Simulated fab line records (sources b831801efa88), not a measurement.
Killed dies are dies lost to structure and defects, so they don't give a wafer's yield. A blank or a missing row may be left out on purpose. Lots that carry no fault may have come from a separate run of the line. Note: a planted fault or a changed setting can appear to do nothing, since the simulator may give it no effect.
Which tool was responsible?	flow gf180mcu	at 1 step of a route of 602, 7 lots with 21 wafers sampled

WHAT THE GAUGES READ, wafer by wafer
GF_CONTACT_RS_MEAS_25: a four-point-probe measurement.
lot	measured	on	CONTACT_W_RS (ohm/sq)
L953	day 17 10:16	film_metro-03	0.381 0.381 0.376
L956	day 18 12:40	film_metro-04	0.379 0.375 0.377
L960	day 19 23:22	film_metro-04	0.383 0.379 0.378
L962	day 20 17:52	film_metro-02	0.382 0.386 0.383
L966	day 21 20:05	film_metro-02	0.383 0.384 0.376
L969	day 23 02:50	film_metro-03	0.379 0.384 0.377
L972	day 23 20:50	film_metro-03	0.382 0.377 0.382

WHAT TOOL EACH LOT RAN ON (gives the tool, then ch and the chambers of the sampled wafers, and finally the start)
The record holds no process step before these readings.

THE ANSWER, worked out from the rows above alone
Rule: the usual values come from the lots themselves. Put in order of their means at a reading, lots are off if they are a third of the lots or fewer, leave a main group of 4 or more, and stand apart from it by a gap of 3 or more times the standard deviation of the main group's means; of several such gaps the widest counts. Not used: any main group whose means are identical at the precision the tables above print for the reading. A lot without any number at a reading at which 4 lots or more have one is off too. The other lots that the step has rows for count as sound.
Across all readings shown, no lot is off: no conclusion can be drawn from this.

WHAT HAD BEEN PUT IN BY THE SIMULATOR
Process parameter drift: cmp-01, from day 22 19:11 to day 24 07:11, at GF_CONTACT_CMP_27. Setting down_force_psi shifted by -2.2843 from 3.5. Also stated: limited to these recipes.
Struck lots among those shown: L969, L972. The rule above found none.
